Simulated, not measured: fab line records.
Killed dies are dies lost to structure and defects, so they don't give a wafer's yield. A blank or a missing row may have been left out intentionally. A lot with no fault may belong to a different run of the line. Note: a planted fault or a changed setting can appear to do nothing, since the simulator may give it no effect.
Which of the tools did it?	flow gf180mcu	13 lots with 39 wafers sampled at 4 steps, on a route of 602 steps

== WHAT THE GAUGES READ, wafer by wafer ==
GF_PSD_CD_MEAS_07: target cd 400 nm. Usual: cd_nm 400.3 nm, standard deviation 2.4.
lot	measured	on	cd_nm (nm)	flag
L163	day 14 17:22	cd_sem-02	399.3 401.1 396.9	
L164	day 15 05:53	cd_sem-01	398.9 402.9 399.7	
L165	day 15 06:52	cd_sem-02	400.5 402.2 398.7	
L167	day 16 05:10	cd_sem-02	400.8 401.6 399.7	
L168	day 16 11:53	cd_sem-01	399.5 402.3 401.8	
L170	day 17 09:46	cd_sem-01	399.0 399.2 399.2	
L171	day 17 16:44	cd_sem-01	401.6 401.0 400.6	
L172	day 18 08:59	cd_sem-02	399.4 401.9 400.6	
L173	day 19 00:40	cd_sem-02	393.8 392.8 395.1	
L176	day 19 10:29	cd_sem-01	405.5 405.1 408.5	
L182	day 21 11:47	cd_sem-02	398.8 401.4 399.8	
L183	day 21 18:13	cd_sem-02	398.0 400.1 400.2	
L184	day 22 00:08	cd_sem-02	398.4 399.5 398.3	

GF_PASSIVATION_THK_MEAS_01. Usual: for PASSIVATION_CVD_00_THK the level is 1001 nm and the standard deviation is 12.
lot	measured	on	PASSIVATION_CVD_00_THK (nm)	flag
L163	day 28 13:06	film_metro-01	989 1007 1016	
L164	day 29 02:14	film_metro-02	997 998 995	
L165	day 29 03:40	film_metro-04	993 1001 1011	
L167	day 29 20:40	film_metro-01	1008 1011 1012	
L168	day 30 03:35	film_metro-02	978 989 996	
L170	day 30 21:22	film_metro-02	991 1002 1003	
L171	day 31 01:50	film_metro-04	1002 1000 1018	
L172	day 31 15:07	film_metro-02	1002 988 1007	
L173	day 32 02:05	film_metro-02	998 941 1002	
L176	day 32 09:37	film_metro-01	1011 1026 950	
L182	day 33 17:42	film_metro-01	995 993 1007	
L183	day 34 00:34	film_metro-04	996 1007 1007	
L184	day 34 03:58	film_metro-02	1017 1006 1022	

== TOOL THAT RAN EACH LOT (tool first, then ch and the chambers of the sampled wafers, then the start) ==
lot	GF_V4_SPUTTER_21	GF_PASSIVATION_CVD_00
L163	pvd_sputter-04, day 24 20:20	pecvd-01 ch 0,1,2, day 28 13:01
L164	pvd_sputter-04, day 25 09:58	pecvd-04 ch 0,1,2, day 29 02:09
L165	pvd_sputter-03, day 25 11:07	pecvd-01 ch 0,1, day 29 03:35
L167	pvd_sputter-04, day 26 08:43	pecvd-01 ch 0,1,2, day 29 20:35
L168	pvd_sputter-04, day 26 14:55	pecvd-03 ch 0,1,2, day 30 03:30
L170	pvd_sputter-04, day 27 12:01	pecvd-03 ch 0,1,2, day 30 21:17
L171	pvd_sputter-01, day 27 16:37	pecvd-04 ch 1,2, day 31 01:46
L172	pvd_sputter-04, day 28 07:13	pecvd-03 ch 0,1, day 31 15:02
L173	pvd_sputter-01, day 28 20:55	pecvd-03 ch 0,1,2, day 32 02:01
L176	pvd_sputter-01, day 29 05:42	pecvd-03 ch 0,1, day 32 09:28
L182	pvd_sputter-03, day 30 18:13	pecvd-04 ch 0,2, day 33 17:37
L183	pvd_sputter-04, day 31 01:05	pecvd-01 ch 0,1,2, day 34 00:28
L184	pvd_sputter-03, day 31 05:25	pecvd-01 ch 0,2, day 34 03:52
- GF_V4_SPUTTER_21: material Ti, target thk 15 nm, time 80.02 s.
- GF_PASSIVATION_CVD_00: deposits SiO2 from TEOS, target thk 1000 nm, time 111.95 s.

== AS READ BY THE TOOLS THEMSELVES (means over the sampled wafers that have a number; for cases with no such wafer, the mark the record gives instead) ==
GF_V4_SPUTTER_21. Usual: throttle_valve_pct 30.2 %, standard deviation 1.3.
lot	tool	throttle_valve_pct (%)	flag
L163	pvd_sputter-04	30.7	
L164	pvd_sputter-04	31.1	
L165	pvd_sputter-03	29.1	
L167	pvd_sputter-04	31.6	
L168	pvd_sputter-04	31.2	
L170	pvd_sputter-04	30.6	
L171	pvd_sputter-01	29.3	
L172	pvd_sputter-04	30.8	
L173	pvd_sputter-01	28.8	
L176	pvd_sputter-01	29.9	
L182	pvd_sputter-03	29.2	
L183	pvd_sputter-04	30.9	
L184	pvd_sputter-03	28.6	

GF_PASSIVATION_CVD_00. Usual: heater_power_w 597 W, standard deviation 120.
lot	tool	heater_power_w (W)	flag
L163	pecvd-01	543	
L164	pecvd-04	637	
L165	pecvd-01	538	
L167	pecvd-01	553	
L168	pecvd-03	584	
L170	pecvd-03	571	
L171	pecvd-04	660	
L172	pecvd-03	560	
L173	pecvd-03	614	
L176	pecvd-03	568	
L182	pecvd-04	692	
L183	pecvd-01	580	
L184	pecvd-01	610	

== THE ANSWER, worked out from the rows above alone ==
Rule: a lot is off if the mean of its wafers that have a number lies more than 3 standard deviations from the usual mean. Also off: a lot with no number at a reading for which 4 or more lots have one. Any other lot the step has rows for is counted as sound. After the gauges, taken in route order, come the tools' own readings; for these a lot's mean is taken, as printed above. At the first step where some lot is off, the reading lying furthest off is the one used; lots without a number count as furthest.
None of the lots is off at any reading shown; this tells nothing.

== WHAT HAD BEEN PUT IN BY THE SIMULATOR ==
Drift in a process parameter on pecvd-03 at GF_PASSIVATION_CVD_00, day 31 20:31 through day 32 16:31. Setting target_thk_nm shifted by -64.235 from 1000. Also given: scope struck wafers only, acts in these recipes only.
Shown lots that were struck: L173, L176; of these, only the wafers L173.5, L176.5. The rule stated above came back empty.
